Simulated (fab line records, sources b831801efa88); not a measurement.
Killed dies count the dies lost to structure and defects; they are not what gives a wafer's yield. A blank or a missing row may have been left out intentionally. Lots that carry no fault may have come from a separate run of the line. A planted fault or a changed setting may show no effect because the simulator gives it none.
fab line records	flow sky130
record lots=11	wafers=33	last-day=50
route steps=708 shown FIELD_ISO@16 POLY_GATE@205 RES_PROTECT@214 LI_CONTACT@364
lots that met no fault: taken from a fault-free run of the same line
start-h: start of the lot's first displayed wafer, in hours after the record's first day	wait-h: how many hours have passed since the lot's step before this one	" the same as in the row above	L1.1+2: a single row standing in for several wafers	- no value, or no start given	* or withheld: withheld	< > ~ a bound
route shown NAME@n: names a module that has steps shown in the file, with the first one's number in the route	usual: mean/standard deviation of fault-free wafers	same: alike in all rows	chamber/n: place in a boat	sites: per-site readings	_std_site: how widely they spread, as a standard deviation	_edge_site: mean of outer sites minus mean of inner sites	radius-mm: for every site, how far away it sits from the centre of the wafer	mask NAME#n: copy n	behind: tool/chamber where the wafer was last shaped	hold: why the lot went on hold/how many hours it stayed there/how the hold came to an end	device: names the non-switching transistor (n, p or np)	end of line: the route-end tests of the same wafers	a step without rows: its recipe alone	killed: count of dies lost to structure and defects at first sort (not the wafer's yield)	map: a wafer's dies, x killed, . not, _ none there
set.NAME: the setting as run; set.NAME@STEP: as run at that earlier step	model.NAME: the simulator's own value behind a step, which no gauge read
route steps across a sampled set of lots; one table per step, one row per wafer
services: the hour from which a tool's chamber was out of use, counted from the record's first day as start-h (under 0 if before that day), plus the number of hours and why
## steps
# step SKY_FIELD_ISO_ETCH_15
# recipe chemistry=CHF3/O2	target-depth-nm=180	stop-on=Si	source-w=600	bias-w=200	pressure-mtorr=40	chf3-flow-sccm=50	O2_flow_sccm=5	time-s=72
# usual chf3-flow-sccm=50.02/0.15	drypump-motor-current-A=5.7/0.34	oes-product-au=0.944/0.0076	throttle-valve-pct=8.842/0.0092
lot.wafer	tool	chamber	start-h	wait-h	chf3-flow-sccm	drypump-motor-current-A	oes-product-au	rf-hours-counter-h	throttle-valve-pct
L696.1	rie-diel-01	2	39.37	0.0	50.03	5.9	0.953	120	8.860
L696.2	"	0	"	"	49.76	5.6	0.940	22	8.834
L696.4	"	1	"	"	50.21	5.4	0.947	33	8.832
L699.1	rie-diel-04	3	55.94	0.0	50.21	5.8	0.939	59	8.844
L699.4	"	1	"	"	50.02	5.8	0.947	0	8.842
L699.6	"	2	"	"	50.02	6.0	0.942	-	8.830
L700.1	rie-diel-03	0	62.34	0.0	49.86	5.6	0.940	168	8.841
L700.2	"	3	"	"	49.87	5.1	0.933	97	8.849
L700.6	"	0	"	"	50.18	5.6	0.935	-	8.826
L701.1	rie-diel-04	3	65.27	0.0	49.96	5.8	0.954	60	8.845
L701.4	"	0	"	"	49.95	5.5	0.946	61	8.866
L701.5	"	3	"	"	50.10	5.8	0.942	-	8.847
L705.2	rie-diel-04	0	85.15	0.0	50.25	5.6	0.939	61	8.849
L705.3	"	2	"	"	49.93	6.0	0.930	59	8.837
L705.5	"	2	"	"	50.41	6.0	0.938	-	8.831
L708.1	rie-diel-03	3	104.62	0.0	50.17	5.1	0.944	98	8.830
L708.3	"	2	"	"	49.90	6.3	0.949	128	8.838
L708.6	"	2	"	"	50.05	6.3	0.950	-	8.846
L709.3	rie-diel-04	0	107.59	0.0	50.09	5.5	0.944	62	8.831
L709.4	"	1	"	"	50.02	5.7	0.945	1	8.850
L709.5	"	1	"	"	49.80	5.7	0.947	-	8.839
L712.1	rie-diel-01	0	124.37	0.0	49.78	5.6	0.953	23	8.857
L712.4	"	1	"	"	50.02	5.4	0.939	34	8.842
L712.5	"	2	"	"	50.18	5.9	0.942	-	8.831
L715.2	rie-diel-03	1	138.54	0.0	49.91	5.2	0.938	123	8.838
L715.4	"	0	"	"	49.65	5.6	0.943	1	8.847
L715.5	"	0	"	"	49.87	5.6	0.946	-	8.845
L716.1	rie-diel-03	2	144.09	0.0	49.96	6.3	0.949	129	8.831
L716.2	"	3	"	"	50.01	5.1	0.954	99	8.841
L716.3	"	1	"	"	50.19	5.2	0.955	124	8.833
L717.1	rie-diel-01	2	148.47	0.0	50.00	5.9	0.942	122	8.858
L717.4	"	1	"	"	50.04	5.4	0.936	35	8.826
L717.5	"	2	"	"	49.90	5.9	0.941	-	8.852
# step SKY_POLY_GATE_THK_MEAS_01
# recipe reads=poly-Si_of_POLY_GATE_CVD_00
# usual POLY_GATE_CVD_00_THK=180.8/1.8
lot.wafer	tool	chamber	start-h	wait-h	POLY_GATE_CVD_00_THK[nm]
L696.1	film-metro-04	-	330.30	0.0	183.1
L696.2	"	-	"	"	182.3
L696.4	"	-	"	"	182.2
L699.1	film-metro-03	-	353.83	0.0	179.6
L699.4	"	-	"	"	179.4
L699.6	"	-	"	"	178.9
L700.1	film-metro-03	-	364.12	0.0	179.7
L700.2	"	-	"	"	179.6
L700.6	"	-	"	"	179.0
L701.1	film-metro-02	-	373.37	0.0	178.8
L701.4	"	-	"	"	179.7
L701.5	"	-	"	"	178.9
L705.2	film-metro-04	-	402.44	0.0	178.7
L705.3	"	-	"	"	177.6
L705.5	"	-	"	"	178.1
L708.1	film-metro-04	-	434.55	0.0	182.2
L708.3	"	-	"	"	182.9
L708.6	"	-	"	"	182.3
L709.3	film-metro-04	-	447.93	0.0	179.7
L709.4	"	-	"	"	178.9
L709.5	"	-	"	"	179.2
L712.1	film-metro-03	-	472.89	0.0	180.5
L712.4	"	-	"	"	183.2
L712.5	"	-	"	"	180.6
L717.1	film-metro-02	-	511.29	0.0	180.5
L717.4	"	-	"	"	181.3
L717.5	"	-	"	"	179.3
L715.2	film-metro-03	-	512.50	0.0	181.1
L715.4	"	-	"	"	181.0
L715.5	"	-	"	"	182.0
L716.1	film-metro-03	-	513.69	0.0	180.6
L716.2	"	-	"	"	181.4
L716.3	"	-	"	"	181.3
# step SKY_POLY_GATE_IMPLANT_02
# recipe species=P	energy-kev=30	dose-cm2=7.7e+15	tilt-deg=0
# usual beam-on-s=37.1/2.5	dose-ions-cm2=7.699e+15/8.3e+12	tilt-deg=0.000/0.016
lot.wafer	tool	chamber	start-h	wait-h	beam-on-s	dose-ions-cm2	tilt-deg
L696.1	implanter-01	0	358.19	0.1	36.3	7.704e+15	-0.020
L696.2	"	0	"	"	39.1	7.71e+15	0.010
L696.4	"	0	"	"	38.1	7.713e+15	-0.008
L699.1	implanter-02	0	382.48	0.1	39.3	7.699e+15	-0.028
L699.4	"	0	"	"	38.2	7.698e+15	-0.021
L699.6	"	0	"	"	37.6	7.685e+15	-0.018
L700.1	implanter-02	0	392.91	0.1	38.5	7.71e+15	-0.012
L700.2	"	0	"	"	37.7	7.699e+15	-0.025
L700.6	"	0	"	"	38.1	7.722e+15	-0.018
L701.1	implanter-01	0	401.83	0.1	39.9	7.698e+15	-0.025
L701.4	"	0	"	"	38.8	7.685e+15	0.017
L701.5	"	0	"	"	39.5	7.684e+15	0.013
L705.2	implanter-01	0	432.45	0.1	39.7	7.7e+15	0.010
L705.3	"	0	"	"	39.2	7.694e+15	-0.021
L705.5	"	0	"	"	38.7	7.699e+15	-0.009
L708.1	implanter-01	0	465.23	0.1	17.4	3.435e+15	-0.013
L708.3	"	0	"	"	17.4	3.434e+15	-0.001
L708.6	"	0	"	"	17.3	3.423e+15	-0.006
L709.3	implanter-01	0	479.18	0.1	17.2	3.426e+15	0.011
L709.4	"	0	"	"	17.7	3.431e+15	-0.017
L709.5	"	0	"	"	17.2	3.424e+15	0.008
L712.1	implanter-04	0	503.76	0.1	33.3	7.691e+15	0.028
L712.4	"	0	"	"	34.4	7.702e+15	0.005
L712.5	"	0	"	"	34.4	7.721e+15	-0.014
L717.1	implanter-02	0	540.74	0.1	38.0	7.698e+15	0.012
L717.4	"	0	"	"	37.5	7.694e+15	-0.003
L717.5	"	0	"	"	38.5	7.697e+15	-0.005
L715.2	implanter-01	0	542.00	0.1	40.0	7.695e+15	-0.010
L715.4	"	0	"	"	39.6	7.706e+15	0.034
L715.5	"	0	"	"	38.5	7.707e+15	-0.008
L716.1	implanter-02	0	543.16	0.1	38.2	7.696e+15	0.000
L716.2	"	0	"	"	39.4	7.692e+15	-0.026
L716.3	"	0	"	"	38.2	7.701e+15	-0.005
# step SKY_RES_PROTECT_STRIP_07
# recipe chemistry=O2/N2	power-w=1400	pressure-mtorr=1500	platen-temp-c=withheld	o2-flow-sccm=3000	n2-flow-sccm=300	overash-fraction=0.5
# usual drypump-motor-current-A=5.6/0.58	oes-product-au=0.517/0.0045	strip-time-to-endpoint-s=23.30/0.041
# same overash-fraction=0.5
lot.wafer	tool	chamber	start-h	wait-h	drypump-motor-current-A	oes-product-au	rf-hours-counter-h	strip-time-to-endpoint-s
L696.1	plasma-asher-03	0	358.34	0.1	5.3	0.518	62	23.36
L696.2	"	1	"	"	5.2	0.520	62	23.33
L696.4	"	1	"	"	5.3	0.518	-	23.36
L699.1	plasma-asher-02	0	382.63	0.1	4.9	0.517	56	23.30
L699.4	"	0	"	"	5.0	0.511	-	23.24
L699.6	"	1	"	"	6.2	0.525	-	23.34
L700.1	plasma-asher-02	1	393.06	0.1	6.2	0.516	57	23.29
L700.2	"	0	"	"	4.9	0.513	57	23.32
L700.6	"	1	"	"	6.1	0.521	-	23.36
L701.1	plasma-asher-04	1	401.98	0.1	5.5	0.520	29	23.26
L701.4	"	0	"	"	6.6	0.507	-	23.28
L701.5	"	0	"	"	6.6	0.512	-	23.30
L705.2	plasma-asher-02	1	432.58	0.1	6.1	0.524	61	23.28
L705.3	"	1	"	"	6.2	0.514	-	23.30
L705.5	"	0	"	"	4.9	0.517	-	23.30
L708.1	plasma-asher-03	1	465.38	0.1	5.2	0.564	72	20.13
L708.3	"	1	"	"	5.2	0.562	-	20.13
L708.6	"	1	"	"	5.3	0.569	-	20.16
L709.3	plasma-asher-04	1	479.31	0.1	5.5	0.558	-	20.11
L709.4	"	0	"	"	6.6	0.563	-	20.05
L709.5	"	0	"	"	6.6	0.561	-	20.04
L712.1	plasma-asher-03	1	503.91	0.1	5.2	0.519	76	23.35
L712.4	"	0	"	"	5.3	0.518	-	23.36
L712.5	"	0	"	"	5.3	0.510	-	23.37
L717.1	plasma-asher-02	1	540.89	0.1	6.2	0.503	72	23.25
L717.4	"	0	"	"	4.9	0.515	-	23.26
L717.5	"	1	"	"	6.2	0.515	-	23.30
L715.2	plasma-asher-04	0	542.13	0.1	6.6	0.520	43	23.27
L715.4	"	1	"	"	5.5	0.517	-	23.25
L715.5	"	1	"	"	5.5	0.521	-	23.33
L716.1	plasma-asher-02	0	543.31	0.1	4.9	0.513	72	23.24
L716.2	"	1	"	"	6.2	0.519	72	23.24
L716.3	"	0	"	"	4.9	0.508	-	23.25
# step SKY_RES_PROTECT_TW_MEAS_08
# usual POLY_GATE_TW=4053/30
lot.wafer	tool	chamber	start-h	wait-h	POLY_GATE_TW
L696.1	film-metro-02	-	358.44	0.1	4057
L696.2	"	-	"	"	4045
L696.4	"	-	"	"	4042
L699.1	film-metro-03	-	382.73	0.1	4072
L699.4	"	-	"	"	4053
L699.6	"	-	"	"	4049
L700.1	film-metro-03	-	393.16	0.1	4037
L700.2	"	-	"	"	4043
L700.6	"	-	"	"	4030
L701.1	film-metro-03	-	402.08	0.1	4058
L701.4	"	-	"	"	4057
L701.5	"	-	"	"	4076
L705.2	film-metro-02	-	432.69	0.1	4068
L705.3	"	-	"	"	4063
L705.5	"	-	"	"	4094
L708.1	film-metro-01	-	465.48	0.1	3773
L708.3	"	-	"	"	3765
L708.6	"	-	"	"	3761
L709.3	film-metro-03	-	479.40	0.1	3774
L709.4	"	-	"	"	3776
L709.5	"	-	"	"	3796
L712.1	film-metro-02	-	504.01	0.1	4036
L712.4	"	-	"	"	4068
L712.5	"	-	"	"	4043
L717.1	film-metro-02	-	540.99	0.1	4071
L717.4	"	-	"	"	4058
L717.5	"	-	"	"	4084
L715.2	film-metro-02	-	542.24	0.1	4100
L715.4	"	-	"	"	4095
L715.5	"	-	"	"	4109
L716.1	film-metro-02	-	543.41	0.1	4076
L716.2	"	-	"	"	4063
L716.3	"	-	"	"	4064
# step SKY_LI_CONTACT_CMP_02
# recipe material=PSG	down-force-psi=4	platen-rpm=60	pad-velocity-m-s=0.94248
# usual head-pressure-psi=4.000/0.0085	motor-current-A=12.1/0.71	time-to-endpoint-s=32.7/3
lot.wafer	tool	chamber	start-h	wait-h	head-pressure-psi	motor-current-A	time-to-endpoint-s
L696.2	cmp-02	2	666.58	0.0	4.003	12.6	38.3
L696.1	"	3	"	"	3.994	12.1	30.0
L696.4	"	1	"	"	3.994	12.6	35.4
L699.1	cmp-01	2	697.73	0.1	3.993	13.2	28.5
L699.4	"	3	"	"	4.004	11.6	31.9
L699.6	"	0	"	"	4.005	12.1	34.5
L700.1	cmp-02	3	701.28	0.1	4.001	12.3	28.6
L700.2	"	1	"	"	3.985	11.6	29.7
L700.6	"	3	"	"	4.011	11.9	31.3
L701.1	cmp-02	0	709.33	0.1	3.998	11.5	28.5
L701.4	"	1	"	"	3.984	11.6	31.4
L701.5	"	2	"	"	4.017	13.0	27.3
L705.2	cmp-01	2	738.88	0.1	3.996	13.5	31.0
L705.3	"	0	"	"	3.998	12.6	35.3
L705.5	"	2	"	"	4.010	12.7	30.0
L708.1	cmp-01	0	767.46	0.1	3.994	12.8	34.6
L708.3	"	2	"	"	3.998	12.6	33.8
L708.6	"	1	"	"	3.997	11.5	34.6
L709.3	cmp-01	3	776.23	0.0	4.003	11.9	34.6
L709.4	"	0	"	"	3.993	12.4	41.6
L709.5	"	3	"	"	3.995	12.2	32.7
L712.1	cmp-01	1	799.36	0.1	4.009	11.0	33.9
L712.4	"	3	"	"	4.006	11.5	32.9
L712.5	"	2	"	"	4.004	12.1	32.8
L717.4	cmp-02	3	830.46	0.1	4.006	11.4	30.1
L717.1	"	0	"	"	4.016	11.4	34.6
L717.5	"	2	"	"	4.000	12.5	28.9
L715.2	cmp-01	2	830.53	0.0	3.997	11.9	32.5
L715.4	"	1	"	"	3.987	11.6	35.3
L715.5	"	3	"	"	3.980	12.3	31.7
L716.1	cmp-02	3	834.07	0.1	3.989	12.1	25.5
L716.3	"	0	"	"	4.007	12.0	32.0
L716.2	"	1	"	"	4.004	12.3	30.0
## services
tool	chamber	start-h	hours	kind
implanter-01	-	31.56	3.2	pm
cmp-01	-	64.00	4.0	pm
cmp-01	-	79.94	2.1	repair
cmp-01	-	95.77	0.3	repair
implanter-01	-	133.50	16.3	pm
implanter-01	-	173.06	1.4	repair
cmp-01	-	176.44	2.3	repair
cmp-01	-	223.33	4.7	pm
implanter-01	-	250.15	2.7	repair
cmp-01	-	272.83	0.8	repair
cmp-01	-	317.00	4.3	repair
implanter-01	-	325.64	3.7	repair
cmp-01	-	335.87	0.4	repair
implanter-01	-	336.38	9.3	repair
cmp-01	-	353.27	0.5	repair
cmp-01	-	355.21	4.6	pm
cmp-01	-	370.75	1.3	repair
cmp-01	-	404.00	4.0	pm
implanter-01	-	411.18	3.7	repair
implanter-01	-	432.70	6.7	repair
cmp-01	-	440.86	20.8	pm
implanter-01	-	459.02	0.8	repair
cmp-01	-	505.57	2.5	repair
implanter-01	-	510.04	3.1	repair
## key
first-sign step=SKY_POLY_GATE_IMPLANT_02	reading=dose-ions-cm2	direction=down	sigmas=99+	usual=*	struck=*
effect step=SKY_POLY_GATE_IMPLANT_02	reading=beam-on-s	direction=down	sigmas=7.8	usual=37.1	struck=17.4
effect step=SKY_RES_PROTECT_STRIP_07	reading=strip-time-to-endpoint-s	direction=down	sigmas=77	usual=*	struck=*
effect step=SKY_RES_PROTECT_TW_MEAS_08	reading=POLY_GATE_TW	direction=down	sigmas=9.4	usual=4053	struck=3774
met-at SKY_POLY_GATE_IMPLANT_02
struck-lots L708,L709
tester-left-out L708,L709
not-acting-at SKY_FIELD_ISO_ETCH_15,SKY_POLY_GATE_THK_MEAS_01,SKY_LI_CONTACT_CMP_02
onset-between 432.45 465.23
fault kind=process-parameter-drift	tool=implanter-01	chamber=-	onset-h=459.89	steps=SKY_POLY_GATE_IMPLANT_02	channel=dose-cm2	offset=*	shape=step	end-h=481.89	acts-in=*	stated=*
# tester-left-out: of these lots the tester's yield and bins aren't shown, on N5 and GAA mostly nor the transistor test; their killed dies are dies lost to structure and defects alone, not to doping, threshold or leakage, so they don't give the yield
